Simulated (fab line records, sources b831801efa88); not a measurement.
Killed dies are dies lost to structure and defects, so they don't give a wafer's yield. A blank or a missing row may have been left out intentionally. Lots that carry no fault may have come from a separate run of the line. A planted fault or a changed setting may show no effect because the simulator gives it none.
Lot-split experiment + flow sfq-line + on a route of 325 steps: 5 lots, 23 wafers read

## ON THE SPLIT
At SFQ_TRILAYER_I2_VIA_LITHO_COAT_067 (resist thk 650 nm), the setting spin-rpm was moved away from the recipe's 3000 rpm on 11 of the 23 wafers read, by -5.2% to +6.4%. All remaining wafers had this setting at the recipe value.

## FROM THE SPLIT TO THE READING: what the file shows between them, 4 steps
- SFQ_TRILAYER_I2_VIA_LITHO_SOFTBAKE_071
- SFQ_TRILAYER_I2_VIA_LITHO_EXPOSE_068: exposes mask I2, target cd 500 nm
- SFQ_TRILAYER_I2_VIA_LITHO_DEVELOP_069: time 60 s
- SFQ_TRILAYER_I2_VIA_BARC_OPEN_VIA_ETCH_096: etches BARC in O2, target depth 125 nm, time 41.7 s

## THE READING
KrF_of_TRILAYER_I2_VIA_LITHO_COAT_067.thk-nm (the simulator's own value, which no gauge read), in nm, at SFQ_TRILAYER_I2_VIA_ETCH_VIA_ETCH_070 (etches SiO2 in CHF3, stops on Nb, target depth 260 nm). The file does not state a usual value for it. Here, 12 wafers ran the recipe; their average is 528.4 nm with a standard deviation of 1.8 nm.

| wafer  | tool, chamber at the split | spin-rpm as run, rpm | against the recipe | KrF_of_TRILAYER_I2_VIA_LITHO_COAT_067.thk-nm, nm | against lot-mates on the recipe |
|--------|----------------------------|----------------------|--------------------|--------------------------------------------------|---------------------------------|
| L074.1 | litho-track-02, 0          | 3000                 | recipe             | 525                                              | -                               |
| L074.5 | litho-track-02, 0          | 3000                 | recipe             | 529.2                                            | -                               |
| L074.6 | litho-track-02, 0          | 3000                 | recipe             | 525.6                                            | -                               |
| L076.1 | litho-track-03, 0          | 3000                 | recipe             | 530.8                                            | -                               |
| L076.2 | litho-track-03, 0          | 2924                 | -2.5%              | 533.2                                            | +3.3                            |
| L076.4 | litho-track-03, 0          | 2924                 | -2.5%              | 537                                              | +7.1                            |
| L076.5 | litho-track-03, 0          | 2924                 | -2.5%              | 535.9                                            | +6.0                            |
| L076.6 | litho-track-03, 0          | 3000                 | recipe             | 529                                              | -                               |
| L077.2 | litho-track-03, 0          | 2890                 | -3.7%              | 535.4                                            | +7.5                            |
| L077.3 | litho-track-03, 0          | 3000                 | recipe             | 528.7                                            | -                               |
| L077.4 | litho-track-03, 0          | 2890                 | -3.7%              | 539.6                                            | +11.8                           |
| L077.5 | litho-track-03, 0          | 2890                 | -3.7%              | 534.2                                            | +6.4                            |
| L077.6 | litho-track-03, 0          | 3000                 | recipe             | 527                                              | -                               |
| L081.1 | litho-track-02, 0          | 2843                 | -5.2%              | 543.4                                            | +15.7                           |
| L081.2 | litho-track-02, 0          | 3000                 | recipe             | 527.9                                            | -                               |
| L081.3 | litho-track-02, 0          | 3000                 | recipe             | 527.5                                            | -                               |
| L081.4 | litho-track-02, 0          | 2843                 | -5.2%              | 540.9                                            | +13.2                           |
| L081.5 | litho-track-02, 0          | 2843                 | -5.2%              | 545                                              | +17.3                           |
| L083.1 | litho-track-01, 0          | 3000                 | recipe             | 529.1                                            | -                               |
| L083.2 | litho-track-01, 0          | 3191                 | +6.4%              | 510.5                                            | -19.6                           |
| L083.4 | litho-track-01, 0          | 3191                 | +6.4%              | 511.3                                            | -18.8                           |
| L083.5 | litho-track-01, 0          | 3000                 | recipe             | 530.1                                            | -                               |
| L083.6 | litho-track-01, 0          | 3000                 | recipe             | 531                                              | -                               |

FIT RESULTS
A straight line over all 23 wafers: KrF_of_TRILAYER_I2_VIA_LITHO_COAT_067.thk-nm changes by -2.68 nm for each +1% of spin-rpm; r = -0.97; the points scatter about the line by 2 nm.
The same after taking each lot's own level away (the mean of its wafers on the recipe; 23 wafers): -2.84 nm for each +1%; r = -0.98; scatter 1.8 nm.
According to that fit, moving spin-rpm by its largest amount changes the reading by 18 nm.
Measured against the standard deviation above, the lots' own levels, which go from 526.60 to 530.07 nm, span 1.9 times it.
Consequently the slope shifts little with the lot-to-lot level, the two slopes agreeing.
Check: with one of the wafers moved furthest among these (+6.4%) left out of the fit, the line predicts -18.1 nm for it against its lot-mates. Against them it came out at -19.6 nm.

## THE OTHER SPLITS THESE WAFERS WENT THROUGH
These wafers also went through other splits before the reading. Each is held against what the fit with the lots' levels taken away leaves over:
| other split on the same wafers                  | wafers away from the commonest value | r with KrF_of_TRILAYER_I2_VIA_LITHO_COAT_067.thk-nm (lot level and that fit taken away) |
|-------------------------------------------------|--------------------------------------|-----------------------------------------------------------------------------------------|
| SFQ_TRILAYER_I0_VIA_ETCH_VIA_ETCH_034 bias-w    | 5                                    | +0.08                                                                                   |
| SFQ_TRILAYER_M1_DEP_SPUTTER_037 time-s          | 8                                    | -0.28                                                                                   |
| SFQ_TRILAYER_M1_BARC_OPEN_METAL_ETCH_054 bias-w | 8                                    | -0.02                                                                                   |
| SFQ_TRILAYER_I1_VIA_LITHO_COAT_054 spin-rpm     | 7                                    | -0.30                                                                                   |
| SFQ_TRILAYER_M2_BARC_OPEN_METAL_ETCH_077 icp-w  | 10                                   | -0.28                                                                                   |
| SFQ_TRILAYER_I2_CMP_CMP_064 leave-above-ref-nm  | 6                                    | +0.14                                                                                   |

## THE WHOLE CHAIN: every reading that the file lists as answering this split, in the file's order
| step                                       | what it does                                          | reading                                                                                       | change (the file's fit)              | r (the file's) |
|--------------------------------------------|-------------------------------------------------------|-----------------------------------------------------------------------------------------------|--------------------------------------|----------------|
| SFQ_TRILAYER_I2_VIA_LITHO_COAT_067         | resist thk 650 nm                                     | KrF_of_TRILAYER_I2_VIA_LITHO_COAT_067.thk-nm (the simulator's own value, which no gauge read) | -3.18 nm for each +1% of the setting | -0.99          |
| SFQ_TRILAYER_I2_VIA_BARC_OPEN_VIA_ETCH_096 | etches BARC in O2, target depth 125 nm, time 41.7 s   | KrF_of_TRILAYER_I2_VIA_LITHO_COAT_067.thk-nm (the simulator's own value, which no gauge read) | -3.01 nm for each +1% of the setting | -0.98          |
| SFQ_TRILAYER_I2_VIA_ETCH_VIA_ETCH_070      | etches SiO2 in CHF3, stops on Nb, target depth 260 nm | KrF_of_TRILAYER_I2_VIA_LITHO_COAT_067.thk-nm (the simulator's own value, which no gauge read) | -2.82 nm for each +1% of the setting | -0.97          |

## THE FILE'S OWN FIT
KrF_of_TRILAYER_I2_VIA_LITHO_COAT_067.thk-nm changes by -2.82 nm for each +1% of spin-rpm, r = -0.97.
